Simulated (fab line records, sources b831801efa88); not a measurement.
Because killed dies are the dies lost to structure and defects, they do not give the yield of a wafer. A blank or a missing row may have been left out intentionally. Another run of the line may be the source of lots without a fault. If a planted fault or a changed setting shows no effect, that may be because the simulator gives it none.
Which tool is to blame? :: flow gf180mcu :: 14 lots, 42 wafers sampled, at 4 steps of a route of 602

WHAT THE GAUGES READ, wafer by wafer
GF_MIM_THK_MEAS_06.
lot: L839
measured: day 23 17:49
on: film metro-01
MIM_CVD_05_THK (nm): 41.4 41.5 41.4

lot: L840
measured: day 24 02:33
on: film metro-02
MIM_CVD_05_THK (nm): 41.5 42.4 42.5

lot: L842
measured: day 25 06:29
on: film metro-03
MIM_CVD_05_THK (nm): 40.6 40.8 42.0

lot: L841
measured: day 25 08:23
on: film metro-02
MIM_CVD_05_THK (nm): 40.9 42.8 42.1

lot: L843
measured: day 25 16:35
on: film metro-02
MIM_CVD_05_THK (nm): 41.8 41.5 42.1

lot: L844
measured: day 26 00:32
on: film metro-03
MIM_CVD_05_THK (nm): 40.6 41.3 42.4

lot: L845
measured: day 26 05:47
on: film metro-01
MIM_CVD_05_THK (nm): 41.5 42.4 41.9

lot: L846
measured: day 26 21:49
on: film metro-01
MIM_CVD_05_THK (nm): 40.9 42.1 42.2

lot: L848
measured: day 27 02:52
on: film metro-02
MIM_CVD_05_THK (nm): 41.0 41.5 41.6

lot: L849
measured: day 27 04:40
on: film metro-03
MIM_CVD_05_THK (nm): 41.7 41.1 41.8

lot: L850
measured: day 27 11:47
on: film metro-03
MIM_CVD_05_THK (nm): 42.0 41.4 42.1

lot: L851
measured: day 27 23:44
on: film metro-03
MIM_CVD_05_THK (nm): 41.1 41.1 41.3

lot: L860
measured: day 30 12:23
on: film metro-01
MIM_CVD_05_THK (nm): 41.6 42.1 42.0

lot: L862
measured: day 31 02:24
on: film metro-03
MIM_CVD_05_THK (nm): 41.4 41.5 42.5

GF_V5_THK_MEAS_01.
lot: L839
measured: day 25 16:24
on: film metro-01
V5_CVD_00_THK (nm): 301 303 303

lot: L840
measured: day 25 23:54
on: film metro-04
V5_CVD_00_THK (nm): 306 303 303

lot: L842
measured: day 27 02:57
on: film metro-01
V5_CVD_00_THK (nm): 306 304 304

lot: L841
measured: day 27 04:53
on: film metro-01
V5_CVD_00_THK (nm): 294 291 296

lot: L843
measured: day 27 12:25
on: film metro-03
V5_CVD_00_THK (nm): 307 306 304

lot: L844
measured: day 27 20:59
on: film metro-04
V5_CVD_00_THK (nm): 304 306 308

lot: L845
measured: day 28 00:13
on: film metro-01
V5_CVD_00_THK (nm): 298 301 299

lot: L846
measured: day 28 14:37
on: film metro-04
V5_CVD_00_THK (nm): 294 298 295

lot: L848
measured: day 28 20:08
on: film metro-01
V5_CVD_00_THK (nm): 298 298 300

lot: L849
measured: day 28 22:35
on: film metro-01
V5_CVD_00_THK (nm): 298 300 300

lot: L850
measured: day 29 03:33
on: film metro-01
V5_CVD_00_THK (nm): 300 301 300

lot: L851
measured: day 29 14:17
on: film metro-03
V5_CVD_00_THK (nm): 296 297 299

lot: L860
measured: day 31 23:31
on: film metro-04
V5_CVD_00_THK (nm): 301 300 298

lot: L862
measured: day 32 12:58
on: film metro-01
V5_CVD_00_THK (nm): 298 299 300

WHICH TOOL RAN EACH LOT (tool, then ch and the chambers of the sampled wafers, then the start)
lot: L839
GF_CONTACT_CVD_00: hdpcvd-01 ch 0,1,2, day 14 12:07
GF_MIM_CVD_05: pecvd-04 ch 0,1,2, day 23 17:47

lot: L840
GF_CONTACT_CVD_00: hdpcvd-02 ch 0,1, day 14 19:01
GF_MIM_CVD_05: pecvd-01 ch 0,1, day 24 02:31

lot: L842
GF_CONTACT_CVD_00: hdpcvd-02 ch 0,1, day 15 20:06
GF_MIM_CVD_05: pecvd-04 ch 0,1,2, day 25 06:26

lot: L841
GF_CONTACT_CVD_00: hdpcvd-01 ch 1,2, day 15 20:50
GF_MIM_CVD_05: pecvd-04 ch 0,2, day 25 08:20

lot: L843
GF_CONTACT_CVD_00: hdpcvd-01 ch 0,1,2, day 16 08:22
GF_MIM_CVD_05: pecvd-01 ch 0,1, day 25 16:33

lot: L844
GF_CONTACT_CVD_00: hdpcvd-02 ch 0,2, day 16 14:29
GF_MIM_CVD_05: pecvd-01 ch 0,2, day 26 00:30

lot: L845
GF_CONTACT_CVD_00: hdpcvd-01 ch 0,1,2, day 16 20:58
GF_MIM_CVD_05: pecvd-01 ch 0,2, day 26 05:44

lot: L846
GF_CONTACT_CVD_00: hdpcvd-02 ch 0,2, day 17 14:23
GF_MIM_CVD_05: pecvd-01 ch 0,1,2, day 26 21:46

lot: L848
GF_CONTACT_CVD_00: hdpcvd-01 ch 0,1,2, day 17 18:55
GF_MIM_CVD_05: pecvd-04 ch 0,2, day 27 02:50

lot: L849
GF_CONTACT_CVD_00: hdpcvd-01 ch 0,2, day 18 00:07
GF_MIM_CVD_05: pecvd-03 ch 0,2, day 27 04:37

lot: L850
GF_CONTACT_CVD_00: hdpcvd-01 ch 0,1,2, day 18 06:52
GF_MIM_CVD_05: pecvd-01 ch 0,1, day 27 11:45

lot: L851
GF_CONTACT_CVD_00: hdpcvd-01 ch 0,1,2, day 18 19:50
GF_MIM_CVD_05: pecvd-04 ch 1,2, day 27 23:42

lot: L860
GF_CONTACT_CVD_00: hdpcvd-01 ch 0,2, day 22 01:07
GF_MIM_CVD_05: pecvd-04 ch 0,1, day 30 12:21

lot: L862
GF_CONTACT_CVD_00: hdpcvd-01 ch 0,2, day 22 21:01
GF_MIM_CVD_05: pecvd-03 ch 1,2, day 31 02:22
- GF_CONTACT_CVD_00: deposits SiO2, target thk 300 nm, time 50 s.
- GF_MIM_CVD_05: deposits Si3N4, target thk 42 nm, time 29.086 s.

AS READ BY THE TOOLS THEMSELVES (means over the sampled wafers that have a number; for cases with no such wafer, the mark the record gives instead)
GF_MIM_CVD_05.
lot: L839
tool: pecvd-04
heater power w (W): 653

lot: L840
tool: pecvd-01
heater power w (W): 640

lot: L842
tool: pecvd-04
heater power w (W): 650

lot: L841
tool: pecvd-04
heater power w (W): 591

lot: L843
tool: pecvd-01
heater power w (W): 639

lot: L844
tool: pecvd-01
heater power w (W): 596

lot: L845
tool: pecvd-01
heater power w (W): 555

lot: L846
tool: pecvd-01
heater power w (W): 610

lot: L848
tool: pecvd-04
heater power w (W): 705

lot: L849
tool: pecvd-03
heater power w (W): 702

lot: L850
tool: pecvd-01
heater power w (W): 665

lot: L851
tool: pecvd-04
heater power w (W): 634

lot: L860
tool: pecvd-04
heater power w (W): 557

lot: L862
tool: pecvd-03
heater power w (W): 653

THE ANSWER, worked out from the rows above alone
Rule: usual is defined by the lots themselves. Put in order of their means at a reading, lots are off if they are a third of the lots or fewer, leave a main group of 4 or more, and stand apart from it by a gap of 3 or more times the standard deviation of the main group's means; of several such gaps the widest counts. The tables above print the reading to a certain number of digits; a main group whose means all agree to those digits is not used. A lot without any number at a reading at which 4 lots or more have one is off too. Any other lot the step has rows for is counted as sound. Order of review: gauges by route order, followed by the tools' own readings, for which a lot's mean as printed above is used. At the first step where some lot is off, the reading lying furthest off is the one used; lots without a number count as furthest.
Across all readings shown, no lot is off: no conclusion can be drawn from this.

WHAT THE SIMULATOR PUT IN
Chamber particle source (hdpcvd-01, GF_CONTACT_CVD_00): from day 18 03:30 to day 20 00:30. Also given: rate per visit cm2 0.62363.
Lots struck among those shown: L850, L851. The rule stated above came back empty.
